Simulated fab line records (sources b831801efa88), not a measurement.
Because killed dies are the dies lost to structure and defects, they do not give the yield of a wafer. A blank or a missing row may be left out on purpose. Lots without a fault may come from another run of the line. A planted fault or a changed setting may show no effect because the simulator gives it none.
Code-filled problem report in 8D (eight disciplines) form	flow gf180mcu	the parts of the form that need people (team, actions taken, sign-off) are left out

== 1. WHAT WENT WRONG ==
At GF_TOP_METAL_METAL_ETCH_16, chamber_pressure_mTorr averages 6.396 mTorr over 4 wafers from 2 lots, while fault-free wafers read 8.000 mTorr, standard deviation 0.0078. That is -99 or more standard deviations from the usual mean.
The step: etches the open film in Cl2/BCl3, stops on SiO2, target depth 1197 nm, time 199.5 s.
First seen on wafer L421.1, day 29 15:44, on rie_metal-02. The record holds 36 wafers of 12 lots with a number at this step. Rule for "out", or "out of limits": more than 4 standard deviations from the usual mean. Any other wafer with a number is counted as sound.

== 2. WHAT IT IS, AND WHAT IT ISN'T ==
question	is	is not
which readings at this step	chamber_pressure_mTorr	drypump_motor_current_A, he_backside_leak_sccm, oes_product_au, throttle_valve_pct
which lots	L421, L422	L416, L417, L418, L431, L432, L434, L436, L437, L438, L439
which wafers of those lots	L421.1, L421.3, L422.1, L422.3	L421.2, L422.4
read on which tools	rie_metal-02	rie_metal-03, rie_metal-04
when	from day 29 15:44	up to then (10 sound wafers); but 22 sound wafers of L422, L431, L432, L434, L436, L437, L438, L439 came after

== 3. SUSPECTS, AND WHAT RULES EACH OUT ==
Counting: any tool at a process step up to the reading remains a suspect provided it ran every lot that is out. Sound lots after the first of them don't rule it out here, since some wafers of a struck lot are sound.
- pvd_sputter-01 at GF_MIM_SPUTTER_04 (material TiN, target thk 50 nm, time 41.7 s): kept. Every lot that is out went through it, the first being L421 (day 26 05:58); the last sound lot it ran before that was L418 (day 25 02:22).
- pvd_sputter-04 at GF_MIM_SPUTTER_07 (material TiN, target thk 60 nm, time 50 s): kept. Every lot that is out went through it, the first being L421 (day 26 06:06); the last sound lot it ran before that was L418 (day 25 02:31).
- rie_metal-02 at GF_TOP_METAL_METAL_ETCH_16 (etches the open film in Cl2/BCl3, stops on SiO2, target depth 1197 nm, time 199.5 s): kept. Every lot that is out went through it, the first being L421 (day 29 15:44); the last sound lot it ran before that was L418 (day 28 16:59). Out on those wafers are its own readings of chamber_pressure_mTorr.
- At GF_TOP_METAL_METAL_ETCH_16 on rie_metal-02, chamber 1 took the sound wafers of the same lots and chamber 0 took the wafers that are out.
After the count, these remain: pvd_sputter-01 at GF_MIM_SPUTTER_04, pvd_sputter-04 at GF_MIM_SPUTTER_07 and rie_metal-02 at GF_TOP_METAL_METAL_ETCH_16.

== 4. THE CAUSE (what the simulator had put in) ==
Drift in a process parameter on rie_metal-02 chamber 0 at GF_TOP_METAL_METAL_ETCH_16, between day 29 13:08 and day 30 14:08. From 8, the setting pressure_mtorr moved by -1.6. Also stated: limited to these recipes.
Of the 3 suspects that counting leaves, this tool is one.

== 5. THE EFFECT CHAIN, in route order ==
One row per reading whose mean, taken over the struck wafers that have a number, lies over 3 standard deviations from the usual. Scope: only readings with a usual standard deviation given in the record; hours: median across lots of the time from each lot's start at the first step in this table that gives one to its start at this step; sigmas: change in usual standard deviations.
hours	step	reading	usual	on struck wafers	change	sigmas
0	GF_TOP_METAL_METAL_ETCH_16	chamber_pressure_mTorr	8.000 mTorr	6.396	-1.604	-99 or more
It contains these process steps:
- GF_TOP_METAL_METAL_ETCH_16: etches the open film in Cl2/BCl3, stops on SiO2, target depth 1197 nm, time 199.5 s.

== 6. WHAT WOULD HAVE CAUGHT IT SOONER ==
The fault began at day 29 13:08; the first out-of-limits reading in this record came at day 29 15:44, 3 hours later.
